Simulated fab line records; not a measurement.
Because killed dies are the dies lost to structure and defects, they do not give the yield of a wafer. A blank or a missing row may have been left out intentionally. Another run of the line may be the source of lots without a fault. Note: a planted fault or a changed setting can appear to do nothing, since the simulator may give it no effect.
Which tool is to blame? || flow gf180mcu || 7 lots (20 wafers sampled), 1 step of a 602-step route

== WHAT THE GAUGES READ, wafer by wafer ==
GF_HV_LDD_RS_MEAS_53: the measuring method here is four-point-probe.
{"lot": "L538", "measured": "day 12 20:35", "on": "film metro-01", "HV_LDD_RS (ohm/sq)": "417.9 418.8 418.8"}
{"lot": "L542", "measured": "day 14 01:23", "on": "film metro-01", "HV_LDD_RS (ohm/sq)": "419.2 419.0 419.1"}
{"lot": "L544", "measured": "day 14 19:56", "on": "film metro-03", "HV_LDD_RS (ohm/sq)": "417.4 417.0 417.7"}
{"lot": "L546", "measured": "day 15 11:27", "on": "film metro-01", "HV_LDD_RS (ohm/sq)": "420.6 419.5 419.7"}
{"lot": "L549", "measured": "day 16 10:11", "on": "film metro-04", "HV_LDD_RS (ohm/sq)": "419.9 420.1"}
{"lot": "L556", "measured": "day 19 10:14", "on": "film metro-03", "HV_LDD_RS (ohm/sq)": "418.8 418.6 418.1"}
{"lot": "L560", "measured": "day 20 14:28", "on": "film metro-01", "HV_LDD_RS (ohm/sq)": "418.3 420.0 418.5"}

== TOOL THAT RAN EACH LOT (tool first, then ch and the chambers of the sampled wafers, then the start) ==
Record: no process step prior to these readings.

== THE ANSWER, worked out from the rows above alone ==
Rule: what is usual is taken from the lots themselves. Put in order of their means at a reading, lots are off if they are a third of the lots or fewer, leave a main group of 4 or more, and stand apart from it by a gap of 3 or more times the standard deviation of the main group's means; of several such gaps the widest counts. A main group is skipped when, at the precision printed for the reading in the tables above, its means are all equal. Also off: a lot with no number at a reading for which 4 or more lots have one. Any other lot the step has rows for is counted as sound.
No lot is off on any of the readings shown, so nothing can be concluded from this.

== WHAT THE SIMULATOR HAD INSERTED ==
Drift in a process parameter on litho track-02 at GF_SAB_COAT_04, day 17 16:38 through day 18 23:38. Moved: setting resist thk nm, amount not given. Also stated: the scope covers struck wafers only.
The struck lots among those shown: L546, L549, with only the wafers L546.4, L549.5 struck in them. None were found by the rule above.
